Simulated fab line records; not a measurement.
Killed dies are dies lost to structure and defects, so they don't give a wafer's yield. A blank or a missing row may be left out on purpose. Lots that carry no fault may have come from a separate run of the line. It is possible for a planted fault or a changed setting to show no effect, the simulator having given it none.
Which tool did it?    flow gf180mcu    route of 602 steps, sampled at 1 step: 11 lots, 33 wafers

== WHAT EACH GAUGE READ, for each wafer ==
GF_M5_CD_MEAS_07 targets a cd of 280 nm.
lot   measured      on        cdNm (nm)
L415  day 27 05:26  cdSem-02  279.4 278.9 278.5
L417  day 27 12:29  cdSem-01  279.2 279.8 279.8
L418  day 27 20:55  cdSem-01  280.9 279.9 280.2
L422  day 29 06:47  cdSem-01  280.9 280.6 281.8
L424  day 29 21:43  cdSem-01  280.7 279.3 280.6
L427  day 30 15:05  cdSem-01  282.3 282.1 282.9
L428  day 30 19:54  cdSem-02  280.4 282.0 280.9
L432  day 31 22:14  cdSem-02  279.0 279.9 279.2
L434  day 32 11:55  cdSem-02  281.8 281.4 281.2
L435  day 32 16:50  cdSem-01  279.9 279.0 279.7
L436  day 32 17:04  cdSem-02  282.4 282.5 280.1

== WHAT TOOL EACH LOT RAN ON (gives the tool, then ch and the chambers of the sampled wafers, and finally the start) ==
Before these readings, the record contains no process step.

== WHAT THE TOOLS THEMSELVES READ (means of the sampled wafers that have a number; where no wafer has one, the mark that the record gives instead) ==
The record holds no such reading with a usual standard deviation.

== THE ANSWER, worked out from the rows above alone ==
Rule: what is usual is taken from the lots themselves. The widest of any qualifying gaps counts: lots, ordered by their means at a reading, are off when they make up no more than a third of the lots, leave a main group of 4 or more, and stand apart from it by 3 or more times the standard deviation of that group's means. Not used: any main group whose means are identical at the precision the tables above print for the reading. Also off: a lot with no number at a reading for which 4 or more lots have one. Where the step has rows for the other lots, those lots are counted as sound. After the gauges, taken in route order, come the tools' own readings; for these a lot's mean is taken, as printed above. At the first step where some lot is off, the reading lying furthest off is the one used; lots without a number count as furthest.
Across all readings shown, no lot is off: no conclusion can be drawn from this.

== WHAT THE SIMULATOR HAD PUT IN ==
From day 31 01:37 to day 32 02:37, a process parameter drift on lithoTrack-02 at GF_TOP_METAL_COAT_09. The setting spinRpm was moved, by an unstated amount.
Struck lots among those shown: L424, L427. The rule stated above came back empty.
